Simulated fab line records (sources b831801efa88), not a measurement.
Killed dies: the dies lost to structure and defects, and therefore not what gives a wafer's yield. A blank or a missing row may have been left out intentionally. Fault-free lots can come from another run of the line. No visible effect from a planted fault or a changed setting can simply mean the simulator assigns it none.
fab line records	flow sfq-line
record: lots: 5	wafers: 23
route steps=325 shown I4@164 JJ@186 M5@199 R5@214 C5@241
start-h: hours from the record's first day to the start of the lot's first wafer shown	wait-h: hours from the lot's prior step to this one	" identical to the entry in the row above	L1.1+2: a single row standing in for several wafers	- value missing, or start not given	* or withheld: withheld	< > ~ a bound
route shown NAME@n: NAME is a module with steps in the file, n the number in the route of the first one	usual: the fault-free wafers' mean and standard deviation	same: alike in all rows	chamber/n: place in a boat	sites: the reading at each site	_std_site: the values' standard deviation	_edge_site: outer sites' mean less inner sites'	radius-mm: for every site, how far away it sits from the centre of the wafer	mask NAME#n: copy n	behind: the last tool/chamber to shape the wafer	hold: reason for holding the lot/hours on hold/outcome of the hold	device: transistor that didn't switch, given as n, p or np	end of line: the same wafers' tests at the end of the route	a step without rows: its recipe alone	killed: dies lost to structure and defects at the first sort, not the wafer's yield	map: the dies of a wafer, with x for killed, . for not killed, _ for no die there
set.NAME: the setting as run; set.NAME@STEP: as run at that earlier step	model.NAME: the simulator's own value behind a step, which no gauge read
lots run with intentionally changed settings; tables by step, rows by wafer
== steps ==
step: SFQ_TRILAYER_I4_CMP_CMP_100
recipe: material: SiO2	down-force-psi: 3	platen-rpm: 60	pad-velocity-m-s: 0.94248
lot.wafer	tool	chamber	start-h	wait-h	set.leave-above-ref-nm	model.SiO2_of_TRILAYER_I4_DEP_PECVD_099.thk-nm
L074.4	cmp-01	2	1185.36	2.7	200	200.8
L074.2	"	3	"	"	200	200.1
L074.1	"	0	"	"	200	202.5
L074.3	"	1	"	"	200	199.6
L074.5	"	2	"	"	200	199.3
L077.1+6	cmp-02	3,0	1198.18	3.8	200	199
L077.3	"	0	"	"	200	199.1
L077.4	"	2	1199.68	5.3	200	201.6
L077.5	"	3	"	"	200	199.9
L078.1	cmp-02	1	1201.18	3.2	192.2	193.1
L078.2	"	2	"	"	192.2	192.3
L078.3	"	3	"	"	192.2	190.7
L078.6	"	1	1203.18	5.2	200	199.6
L078.5	"	2	"	"	200	201.7
L080.2	cmp-01	1	1216.78	8.0	200	201.2
L080.5	"	3	1217.78	9.0	200	199.8
L080.6	"	0	"	"	200	202
L083.1	cmp-01	0	1230.78	5.2	200	201.3
L083.3	"	2	1231.78	6.2	191.8	191.4
L083.2	"	3	"	"	191.8	191.2
L083.5	"	0	"	"	191.8	192.3
L083.6	"	1	"	"	200	198.4
step: SFQ_TRILAYER_I4_METRO_MEASURE_101
usual: thk-nm: 200.2/1.4
lot.wafer	tool	chamber	start-h	wait-h	set.leave-above-ref-nm@TRILAYER_I4_CMP_CMP_100	thk-nm
L074.1	film-metro-03	-	1188.48	0.1	200	202.4
L074.2	"	-	"	"	200	200.0
L074.3	"	-	"	"	200	199.5
L074.4	"	-	"	"	200	200.8
L074.5	"	-	"	"	200	199.2
L077.1	film-metro-03	-	1201.30	0.1	200	199.0
L077.3	"	-	"	"	200	199.1
L077.4	"	-	"	"	200	201.6
L077.5	"	-	"	"	200	199.8
L077.6	"	-	"	"	200	199.1
L078.1	film-metro-04	-	1204.30	0.1	192.2	193.0
L078.2	"	-	"	"	192.2	192.3
L078.3	"	-	"	"	192.2	190.8
L078.5	"	-	"	"	200	201.6
L078.6	"	-	"	"	200	199.4
L080.2	film-metro-03	-	1219.10	0.3	200	201.1
L080.5	"	-	"	"	200	199.8
L080.6	"	-	"	"	200	202.0
L083.1	film-metro-01	-	1233.90	0.1	200	201.1
L083.2	"	-	"	"	191.8	191.1
L083.3	"	-	"	"	191.8	191.2
L083.5	"	-	"	"	191.8	192.3
L083.6	"	-	"	"	200	198.4
step: SFQ_TRILAYER_I4_VIA_LITHO_PEB_106
recipe: peb-temp-c: 115	peb-time-s: 60	resist: KrF
lot.wafer	tool	chamber	start-h	wait-h	set.peb-time-s
L074.1+2+3	litho-track-01	0	1322.42	1.0	60
L074.4+5	"	0	"	"	65.22
L077.1+3+4+5+6	litho-track-02	0	1334.42	1.0	60
L078.1+5	litho-track-02	0	1336.82	1.0	60
L078.2+3+6	"	0	"	"	67.75
L080.2+5+6	litho-track-01	0	1351.24	0.8	60
L083.1+5	litho-track-02	0	1369.19	1.0	60
L083.2+3+6	"	0	"	"	53.98
step: SFQ_TRILAYER_I4_VIA_BARC_OPEN_VIA_ETCH_146
recipe: mask-material: PR	chemistry: O2	target-depth-nm: 125	target: BARC	source-w: 500	bias-w: 80	pressure-mtorr: 30	time-s: 41.7
lot.wafer	tool	chamber	start-h	wait-h	set.time-s	set.peb-time-s@TRILAYER_I4_VIA_LITHO_PEB_106	model.I4.cd-nm
L074.1	rie-diel-04	3	1322.75	0.0	35.78	60	697.6
L074.2	"	0	"	"	35.78	60	698.9
L074.3	"	1	"	"	41.7	60	699.6
L074.4	"	0	"	"	41.7	65.22	710.9
L074.5	"	1	"	"	35.78	65.22	710.3
L077.1	rie-diel-02	3	1334.75	0.0	41.7	60	699.9
L077.3	"	0	"	"	41.7	60	698.8
L077.4	"	1	"	"	41.7	60	701.4
L077.5	"	0	"	"	41.7	60	698.7
L077.6	"	1	"	"	41.7	60	700
L078.1	rie-diel-01	1	1337.15	0.0	41.7	60	698.9
L078.2+6	"	2,1	"	"	41.7	67.75	716.1
L078.3	"	3	"	"	41.7	67.75	716
L078.5	"	0	"	"	41.7	60	700.9
L080.2	rie-diel-01	1	1351.55	0.0	41.7	60	699.3
L080.5	"	1	"	"	41.7	60	699.7
L080.6	"	2	"	"	41.7	60	700.3
L083.1	rie-diel-01	2	1369.52	0.0	41.7	60	701.5
L083.2	"	0	"	"	41.7	53.98	684.7
L083.3	"	3	"	"	41.7	53.98	684.5
L083.5	"	1	"	"	41.7	60	700.1
L083.6	"	0	"	"	41.7	53.98	685
step: SFQ_TRILAYER_I4_VIA_ETCH_VIA_ETCH_106
recipe: target: SiO2	stop-on: Nb	mask-material: PR	taper-deg: 20	chemistry: CHF3	target-depth-nm: 260	source-w: 500	bias-w: 80	pressure-mtorr: 30	time-s: withheld
lot.wafer	tool	chamber	start-h	wait-h	set.leave-above-ref-nm@TRILAYER_I4_CMP_CMP_100	model.I4.feature-depth-nm
L074.1	rie-diel-04	3	1322.79	0.0	200	202.5
L074.2	"	0	"	"	200	200.1
L074.3	"	1	"	"	200	199.6
L074.4	"	0	"	"	200	200.8
L074.5	"	1	"	"	200	199.3
L077.1+6	rie-diel-02	3,1	1334.79	0.0	200	199
L077.3	"	0	"	"	200	199.1
L077.4	"	1	"	"	200	201.6
L077.5	"	0	"	"	200	199.9
L078.1	rie-diel-01	1	1337.19	0.0	192.2	193.1
L078.2	"	2	"	"	192.2	192.3
L078.3	"	3	"	"	192.2	190.7
L078.5	"	0	"	"	200	201.7
L078.6	"	1	"	"	200	199.6
L080.2	rie-diel-01	1	1351.59	0.0	200	201.2
L080.5	"	1	"	"	200	199.8
L080.6	"	2	"	"	200	202
L083.1	rie-diel-01	2	1369.56	0.0	200	201.3
L083.2	"	0	"	"	191.8	191.2
L083.3	"	3	"	"	191.8	191.4
L083.5	"	1	"	"	191.8	192.3
L083.6	"	0	"	"	200	198.4
step: SFQ_TRILAYER_JJ_CE_LITHO_COAT_114
recipe: resist: KrF	spin-rpm: 3000	resist-thk-nm: 600
lot.wafer	tool	chamber	start-h	wait-h	set.spin-rpm	model.KrF_of_TRILAYER_JJ_CE_LITHO_COAT_114.thk-nm
L074.1	litho-track-03	0	1325.36	0.2	2814	618
L074.2	"	0	"	"	2814	618.8
L074.3	"	0	"	"	3000	598.7
L074.4	"	0	"	"	3000	598.6
L074.5	"	0	"	"	3000	598.8
L077.1	litho-track-01	0	1337.36	0.2	3083	595.1
L077.3	"	0	"	"	3000	600.6
L077.4	"	0	"	"	3083	594.1
L077.5	"	0	"	"	3083	592.5
L077.6	"	0	"	"	3000	599.7
L078.1	litho-track-04	0	1339.98	0.2	3074	595.4
L078.2	"	0	"	"	3074	595.1
L078.3	"	0	"	"	3000	601.3
L078.5	"	0	"	"	3074	595.3
L078.6	"	0	"	"	3000	602.3
L080.2+5	litho-track-04	0	1354.39	0.2	3000	600.4
L080.6	"	0	"	"	3000	598.4
L083.1	litho-track-01	0	1372.31	0.2	3093	589.5
L083.2	"	0	"	"	3000	597.5
L083.3	"	0	"	"	3000	598.2
L083.5	"	0	"	"	3093	589.8
L083.6	"	0	"	"	3093	589.7
step: SFQ_TRILAYER_JJ_CE_BARC_OPEN_RIE_150
recipe: mask-material: PR	chemistry: O2	target-depth-nm: 240	target: BARC	icp-w: 600	bias-w: 80	pressure-mtorr: 10	time-s: 80
lot.wafer	tool	chamber	start-h	wait-h	set.icp-w
L074.1+3	rie-metal-02	1,0	1328.55	1.0	559.6
L074.2+4+5	"	0,1,1	"	"	600
L077.1+3+4+5+6	rie-metal-01	1,1,0,0,1	1340.55	1.0	600
L078.1+2	rie-metal-02	1,0	1344.27	1.0	600
L078.3+5+6	"	1,0,1	"	"	549
L080.2+5+6	rie-metal-03	0,1,0	1357.52	0.8	600
L083.1+3+5	rie-metal-01	0	1375.50	1.0	600
L083.2+6	"	1	"	"	532.9
step: SFQ_TRILAYER_JJ_CE_ETCH_RIE_118
recipe: target: Nb	stop-on: Al2O3	mask-material: PR	taper-deg: 13.257	over-etch-frac: 0.15	time-s: 97.7	chemistry: SF6	target-depth-nm: 170	icp-w: 600	bias-w: 80	pressure-mtorr: 10.16
lot.wafer	tool	chamber	start-h	wait-h	set.spin-rpm@TRILAYER_JJ_CE_LITHO_COAT_114	model.KrF_of_TRILAYER_JJ_CE_LITHO_COAT_114.thk-nm
L074.1	rie-metal-02	1	1328.64	0.1	2814	495.4
L074.2	"	0	"	"	2814	494
L074.3	"	0	"	"	3000	473.3
L074.4	"	1	"	"	3000	475.1
L074.5	"	1	"	"	3000	476.2
L077.1	rie-metal-01	1	1340.64	0.1	3083	474.7
L077.3	"	1	"	"	3000	480.7
L077.4	"	0	"	"	3083	473.6
L077.5	"	0	"	"	3083	471.7
L077.6	"	1	"	"	3000	478.8
L078.1	rie-metal-02	1	1344.36	0.1	3074	471.5
L078.2	"	0	"	"	3074	468.7
L078.3	"	1	"	"	3000	477.3
L078.5	"	0	"	"	3074	469.2
L078.6	"	1	"	"	3000	478.2
L080.2	rie-metal-03	0	1357.62	0.1	3000	479.7
L080.5	"	1	"	"	3000	474.4
L080.6	"	0	"	"	3000	477.6
L083.1	rie-metal-01	0	1375.59	0.1	3093	469.3
L083.2	"	1	"	"	3000	477.1
L083.3	"	0	"	"	3000	478.8
L083.5	"	0	"	"	3093	468.7
L083.6	"	1	"	"	3093	469.7
step: SFQ_TRILAYER_M5_LITHO_COAT_123
recipe: resist: KrF	spin-rpm: 3000	resist-thk-nm: 600
lot.wafer	tool	chamber	start-h	wait-h	set.spin-rpm	model.KrF_of_TRILAYER_M5_LITHO_COAT_123.thk-nm
L074.1	litho-track-02	0	1330.32	0.2	3111	588.2
L074.2	"	0	"	"	3000	602
L074.3	"	0	"	"	3111	590.2
L074.4	"	0	"	"	3111	590.1
L074.5	"	0	"	"	3000	600.2
L077.1	litho-track-03	0	1342.32	0.2	2826	615.8
L077.3	"	0	"	"	3000	596.5
L077.4	"	0	"	"	2826	617.2
L077.5	"	0	"	"	3000	598
L077.6	"	0	"	"	3000	597.1
L078.1	litho-track-02	0	1346.54	0.2	3000	600.5
L078.2+5	"	0	"	"	3161	584.1
L078.3	"	0	"	"	3000	599.1
L078.6	"	0	"	"	3000	600.1
L080.2	litho-track-03	0	1359.85	0.2	3000	600
L080.5	"	0	"	"	3000	601.3
L080.6	"	0	"	"	3000	602.4
L083.1	litho-track-04	0	1377.77	0.2	2870	615.6
L083.2	"	0	"	"	2870	615
L083.3	"	0	"	"	3000	602.1
L083.5	"	0	"	"	3000	600.9
L083.6	"	0	"	"	2870	613.8
step: SFQ_TRILAYER_M5_LITHO_PEB_126
recipe: peb-temp-c: 115	peb-time-s: 60	resist: KrF
lot.wafer	tool	chamber	start-h	wait-h	set.peb-time-s
L074.1+5	litho-track-04	0	1473.54	1.0	60
L074.2+3+4	"	0	"	"	52.34
L077.1+3+4+5+6	litho-track-04	0	1483.14	1.0	60
L078.1+2+3+5+6	litho-track-04	0	1486.74	1.0	60
L080.2+5+6	litho-track-03	0	1503.65	0.8	60
L083.1+2+3	litho-track-03	0	1522.82	1.0	66.28
L083.5+6	"	0	"	"	60
step: SFQ_TRILAYER_M5_LITHO_DEVELOP_125
recipe: time-s: 60	resist: KrF
step: SFQ_TRILAYER_M5_BARC_OPEN_METAL_ETCH_161
recipe: mask-material: PR	chemistry: O2	target-depth-nm: 125	target: BARC	icp-w: 600	bias-w: 82.76	pressure-mtorr: 10	time-s: 41.7
lot.wafer	tool	chamber	start-h	wait-h	set.peb-time-s@TRILAYER_M5_LITHO_PEB_126	model.M5.cd-nm
L074.1+5	rie-metal-02	1	1473.88	0.0	60	700.5
L074.2	"	0	"	"	52.34	717.4
L074.3	"	0	"	"	52.34	718.9
L074.4	"	1	"	"	52.34	721.3
L077.1	rie-metal-03	1	1483.48	0.0	60	701.1
L077.3	"	1	"	"	60	701.2
L077.4	"	0	"	"	60	700
L077.5	"	1	"	"	60	700.5
L077.6	"	0	"	"	60	700.7
L078.1	rie-metal-03	1	1487.08	0.0	60	700.6
L078.2	"	0	"	"	60	699.1
L078.3	"	1	"	"	60	700.7
L078.5	"	1	"	"	60	700.2
L078.6	"	0	"	"	60	701.3
L080.2	rie-metal-03	1	1503.96	0.0	60	697.7
L080.5	"	0	"	"	60	699.9
L080.6	"	1	"	"	60	697.6
L083.1	rie-metal-03	1	1523.16	0.0	66.28	685.7
L083.2	"	0	"	"	66.28	686.6
L083.3	"	0	"	"	66.28	685.8
L083.5	"	0	"	"	60	699.6
L083.6	"	1	"	"	60	700.6
step: SFQ_TRILAYER_M5_ETCH_METAL_ETCH_126
recipe: target: Nb	stop-on: SiO2	mask-material: PR	over-etch-frac: 0.15	time-s: 203.2	chemistry: Cl2/BCl3	target-depth-nm: 265	icp-w: 600	bias-w: 80	pressure-mtorr: 10
lot.wafer	tool	chamber	start-h	wait-h	set.spin-rpm@TRILAYER_M5_LITHO_COAT_123	model.KrF_of_TRILAYER_M5_LITHO_COAT_123.thk-nm
L074.1	rie-metal-02	1	1473.94	0.0	3111	358.3
L074.2	"	0	"	"	3000	367.5
L074.3	"	0	"	"	3111	355.2
L074.4	"	1	"	"	3111	360.4
L074.5	"	1	"	"	3000	370.9
L077.1	rie-metal-03	1	1483.54	0.0	2826	378.6
L077.3	"	1	"	"	3000	360.2
L077.4	"	0	"	"	2826	389.6
L077.5	"	1	"	"	3000	361.9
L077.6	"	0	"	"	3000	369.3
L078.1	rie-metal-03	1	1487.14	0.0	3000	364.7
L078.2	"	0	"	"	3161	356.3
L078.3	"	1	"	"	3000	363.7
L078.5	"	1	"	"	3161	349.8
L078.6	"	0	"	"	3000	372.8
L080.2	rie-metal-03	1	1504.02	0.0	3000	366.7
L080.5	"	0	"	"	3000	375.8
L080.6	"	1	"	"	3000	368.6
L083.1	rie-metal-03	1	1523.24	0.1	2870	383.8
L083.2	"	0	"	"	2870	388.9
L083.3	"	0	"	"	3000	375.5
L083.5	"	0	"	"	3000	375.4
L083.6	"	1	"	"	2870	380.5
step: SFQ_TRILAYER_R5_DEP_SPUTTER_134
recipe: material: Ti	base-pressure-pa: 1.33e-06	target-thk-nm: 5	power-w: 2000	time-s: 5	chamber-pressure-pa: 0.4
lot.wafer	tool	chamber	start-h	wait-h	set.power-w	model.Ti_of_TRILAYER_R5_DEP_SPUTTER_134.thk-nm
L074.1	pvd-sputter-06	-	1481.78	0.0	2000	5.031
L074.2	"	-	"	"	1834	4.665
L074.3	"	-	"	"	2000	4.812
L074.4	"	-	"	"	1834	4.613
L074.5	"	-	"	"	2000	4.842
L077.1	pvd-sputter-05	-	1490.67	0.0	2000	4.95
L077.3	"	-	"	"	2000	4.892
L077.4	"	-	"	"	2000	4.944
L077.5	"	-	"	"	1893	4.593
L077.6	"	-	"	"	1893	4.66
L078.1	pvd-sputter-04	-	1492.47	0.0	1809	4.558
L078.2	"	-	"	"	2000	5.272
L078.3	"	-	"	"	1809	4.43
L078.5	"	-	"	"	1809	4.361
L078.6	"	-	"	"	2000	4.884
L080.2	pvd-sputter-04	-	1509.35	0.0	2000	4.921
L080.5	"	-	"	"	2000	4.993
L080.6	"	-	"	"	2000	4.837
L083.1	pvd-sputter-04	-	1529.07	0.0	2215	5.262
L083.2	"	-	"	"	2000	4.632
L083.3	"	-	"	"	2000	4.931
L083.5	"	-	"	"	2000	4.598
L083.6	"	-	"	"	2215	5.144
step: SFQ_TRILAYER_R5_LITHO_PEB_139
recipe: peb-temp-c: 115	peb-time-s: 60	resist: KrF
lot.wafer	tool	chamber	start-h	wait-h	set.peb-temp-c
L074.1+2	litho-track-01	0	1486.82	1.0	115
L074.3+4+5	"	0	"	"	117.5
L077.1+3+5	litho-track-02	0	1629.08	1.0	112.8
L077.4+6	"	0	"	"	115
L078.1+5+6	litho-track-03	0	1630.28	1.0	116.8
L078.2+3	"	0	"	"	115
L080.2+5+6	litho-track-02	0	1643.56	0.8	115
L083.1+3	litho-track-02	0	1649.53	1.0	117.5
L083.2+5+6	"	0	"	"	115
step: SFQ_TRILAYER_R5_LITHO_DEVELOP_138
recipe: time-s: 60	resist: KrF
step: SFQ_TRILAYER_R5_BARC_OPEN_METAL_ETCH_177
recipe: mask-material: PR	chemistry: O2	target-depth-nm: 125	target: BARC	icp-w: 600	bias-w: 80	pressure-mtorr: 10	time-s: 41.7
lot.wafer	tool	chamber	start-h	wait-h	set.peb-temp-c@TRILAYER_R5_LITHO_PEB_139	model.R5.cd-nm
L074.1	rie-metal-02	0	1487.16	0.0	115	501.2
L074.2	"	1	"	"	115	499.4
L074.3	"	1	"	"	117.5	459.7
L074.4	"	0	"	"	117.5	459.6
L074.5	"	0	"	"	117.5	460
L077.1	rie-metal-04	0	1629.42	0.0	112.8	544.8
L077.3	"	1	"	"	112.8	544.2
L077.4	"	0	"	"	115	502.3
L077.5	"	1	"	"	112.8	543.2
L077.6	"	0	"	"	115	502
L078.1+5	rie-metal-01	1	1630.62	0.0	116.8	466.9
L078.2+3	"	0	"	"	115	497.9
L078.6	"	0	"	"	116.8	468.2
L080.2+5	rie-metal-01	0,1	1643.87	0.0	115	501.4
L080.6	"	0	"	"	115	502.4
L083.1	rie-metal-04	1	1649.87	0.0	117.5	458.6
L083.2	"	0	"	"	115	499.2
L083.3	"	1	"	"	117.5	458.4
L083.5	"	1	"	"	115	499.6
L083.6	"	0	"	"	115	501.1
step: SFQ_TRILAYER_C5_LITHO_COAT_151
recipe: resist: KrF	spin-rpm: 3000	resist-thk-nm: 650
lot.wafer	tool	chamber	start-h	wait-h	set.resist-thk-nm	model.KrF_of_TRILAYER_C5_LITHO_COAT_151.thk-nm
L074.1	litho-track-04	0	1492.00	0.2	636.4	639.2
L074.2	"	0	"	"	650	651
L074.3	"	0	"	"	636.4	637
L074.4	"	0	"	"	636.4	638.2
L074.5	"	0	"	"	650	652.4
L077.1	litho-track-04	0	1634.42	0.2	650	651.9
L077.3	"	0	"	"	616.4	618.5
L077.4	"	0	"	"	650	652.7
L077.5	"	0	"	"	616.4	618
L077.6	"	0	"	"	616.4	618.1
L078.1	litho-track-04	0	1731.26	0.2	650	647.7
L078.2	"	0	"	"	650	649.3
L078.3	"	0	"	"	650	648.8
L078.5	"	0	"	"	650	647.5
L078.6	"	0	"	"	650	648.1
L080.2	litho-track-01	0	1746.93	0.2	650	651.9
L080.5	"	0	"	"	650	651.7
L080.6	"	0	"	"	650	652.6
L083.1	litho-track-04	0	1750.46	0.2	650	650
L083.2	"	0	"	"	665.3	665.7
L083.3	"	0	"	"	650	650.7
L083.5	"	0	"	"	665.3	666.2
L083.6	"	0	"	"	650	650.9
step: SFQ_TRILAYER_C5_BARC_OPEN_VIA_ETCH_210
recipe: mask-material: PR	chemistry: O2	target-depth-nm: 125	target: BARC	source-w: 500	bias-w: 80	pressure-mtorr: 30	time-s: 41.7
lot.wafer	tool	chamber	start-h	wait-h	set.time-s	set.resist-thk-nm@TRILAYER_C5_LITHO_COAT_151	model.KrF_of_TRILAYER_C5_LITHO_COAT_151.thk-nm
L074.1	rie-diel-02	1	1622.22	0.0	41.7	636.4	568.3
L074.2	"	2	"	"	41.7	650	578.8
L074.3	"	0	"	"	41.7	636.4	562
L074.4	"	1	"	"	41.7	636.4	567
L074.5	"	0	"	"	41.7	650	577.8
L077.1	rie-diel-04	1	1636.72	0.0	40.05	650	579.5
L077.3	"	0	"	"	40.05	616.4	549.1
L077.4	"	3	"	"	41.7	650	579.6
L077.5	"	2	"	"	41.7	616.4	544.5
L077.6	"	3	"	"	40.05	616.4	546.5
L078.1	rie-diel-02	1	1758.62	0.0	46.44	650	569.7
L078.2	"	2	"	"	41.7	650	577.5
L078.3	"	0	"	"	41.7	650	574.9
L078.5	"	3	"	"	46.44	650	569
L078.6	"	0	"	"	41.7	650	573.9
L080.2	rie-diel-03	1	1765.88	0.0	41.7	650	580.1
L080.5	"	1	"	"	41.7	650	580.2
L080.6	"	2	"	"	41.7	650	579.7
L083.1	rie-diel-02	1	1769.48	0.0	41.7	650	576.8
L083.2	"	0	"	"	41.7	665.3	591.4
L083.3	"	2	"	"	41.7	650	578.2
L083.5	"	2	"	"	41.7	665.3	594.2
L083.6	"	1	"	"	41.7	650	577.9
step: SFQ_TRILAYER_C5_ETCH_VIA_ETCH_154
recipe: target: SiO2	mask-material: PR	chemistry: CHF3	target-depth-nm: 84	source-w: 500	bias-w: 81.07	pressure-mtorr: 30	time-s: withheld	stop-on: Nb
lot.wafer	tool	chamber	start-h	wait-h	set.resist-thk-nm@TRILAYER_C5_LITHO_COAT_151	model.KrF_of_TRILAYER_C5_LITHO_COAT_151.thk-nm
L074.1	rie-diel-02	1	1622.26	0.0	636.4	554.4
L074.2	"	2	"	"	650	564.6
L074.3	"	0	"	"	636.4	547
L074.4	"	1	"	"	636.4	553.2
L074.5	"	0	"	"	650	562.9
L077.1	rie-diel-04	1	1636.76	0.0	650	564.3
L077.3	"	0	"	"	616.4	535.2
L077.4	"	3	"	"	650	564.8
L077.5	"	2	"	"	616.4	529.5
L077.6	"	3	"	"	616.4	531.7
L078.1	rie-diel-02	1	1758.66	0.0	650	555.2
L078.2	"	2	"	"	650	563.3
L078.3	"	0	"	"	650	560
L078.5	"	3	"	"	650	554.3
L078.6	"	0	"	"	650	558.9
L080.2	rie-diel-03	1	1765.92	0.0	650	565.9
L080.5	"	1	"	"	650	566
L080.6	"	2	"	"	650	565.1
L083.1	rie-diel-02	1	1769.52	0.0	650	562.2
L083.2	"	0	"	"	665.3	576.2
L083.3	"	2	"	"	650	563.7
L083.5	"	2	"	"	665.3	579.7
L083.6	"	1	"	"	650	563.5
== key ==
split: step: SFQ_TRILAYER_I4_CMP_CMP_100	setting: leave-above-ref-nm	stated: 200	by: wafer
response: step: SFQ_TRILAYER_I4_CMP_CMP_100	reading: model.SiO2_of_TRILAYER_I4_DEP_PECVD_099.thk-nm	change: +2.1	per: 1%	r: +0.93
response: step: SFQ_TRILAYER_I4_METRO_MEASURE_101	reading: thk-nm	change: +2.09	per: 1%	r: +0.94
response: step: SFQ_TRILAYER_I4_VIA_ETCH_VIA_ETCH_106	reading: model.I4.feature-depth-nm	change: +2.1	per: 1%	r: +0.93
split: step: SFQ_TRILAYER_I4_VIA_LITHO_PEB_106	setting: peb-time-s	stated: 60	by: wafer
response: step: SFQ_TRILAYER_I4_VIA_BARC_OPEN_VIA_ETCH_146	reading: model.I4.cd-nm	change: +1.38	per: 1%	r: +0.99
split: step: SFQ_TRILAYER_I4_VIA_BARC_OPEN_VIA_ETCH_146	setting: time-s	stated: 41.7	by: wafer
response none clear
split: step: SFQ_TRILAYER_JJ_CE_LITHO_COAT_114	setting: spin-rpm	stated: 3000	by: wafer
response: step: SFQ_TRILAYER_JJ_CE_LITHO_COAT_114	reading: model.KrF_of_TRILAYER_JJ_CE_LITHO_COAT_114.thk-nm	change: -2.93	per: 1%	r: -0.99
response: step: SFQ_TRILAYER_JJ_CE_ETCH_RIE_118	reading: model.KrF_of_TRILAYER_JJ_CE_LITHO_COAT_114.thk-nm	change: -3.04	per: 1%	r: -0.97
split: step: SFQ_TRILAYER_JJ_CE_BARC_OPEN_RIE_150	setting: icp-w	stated: 600	by: wafer
response none clear
split: step: SFQ_TRILAYER_M5_LITHO_COAT_123	setting: spin-rpm	stated: 3000	by: wafer
response: step: SFQ_TRILAYER_M5_LITHO_COAT_123	reading: model.KrF_of_TRILAYER_M5_LITHO_COAT_123.thk-nm	change: -3.13	per: 1%	r: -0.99
response: step: SFQ_TRILAYER_M5_ETCH_METAL_ETCH_126	reading: model.KrF_of_TRILAYER_M5_LITHO_COAT_123.thk-nm	change: -2.88	per: 1%	r: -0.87
split: step: SFQ_TRILAYER_M5_LITHO_PEB_126	setting: peb-time-s	stated: 60	by: wafer
response: step: SFQ_TRILAYER_M5_BARC_OPEN_METAL_ETCH_161	reading: model.M5.cd-nm	change: -1.42	per: 1%	r: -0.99
split: step: SFQ_TRILAYER_R5_DEP_SPUTTER_134	setting: power-w	stated: 2000	by: wafer
response: step: SFQ_TRILAYER_R5_DEP_SPUTTER_134	reading: model.Ti_of_TRILAYER_R5_DEP_SPUTTER_134.thk-nm	change: +0.0491	per: 1%	r: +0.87
split: step: SFQ_TRILAYER_R5_LITHO_PEB_139	setting: peb-temp-c	stated: 115	by: wafer
response: step: SFQ_TRILAYER_R5_BARC_OPEN_METAL_ETCH_177	reading: model.R5.cd-nm	change: -19.7	per: 1%	r: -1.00
split: step: SFQ_TRILAYER_C5_LITHO_COAT_151	setting: resist-thk-nm	stated: 650	by: wafer
response: step: SFQ_TRILAYER_C5_LITHO_COAT_151	reading: model.KrF_of_TRILAYER_C5_LITHO_COAT_151.thk-nm	change: +6.57	per: 1%	r: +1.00
response: step: SFQ_TRILAYER_C5_BARC_OPEN_VIA_ETCH_210	reading: model.KrF_of_TRILAYER_C5_LITHO_COAT_151.thk-nm	change: +6.32	per: 1%	r: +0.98
response: step: SFQ_TRILAYER_C5_ETCH_VIA_ETCH_154	reading: model.KrF_of_TRILAYER_C5_LITHO_COAT_151.thk-nm	change: +6.22	per: 1%	r: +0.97
split: step: SFQ_TRILAYER_C5_BARC_OPEN_VIA_ETCH_210	setting: time-s	stated: 41.7	by: wafer
response none clear
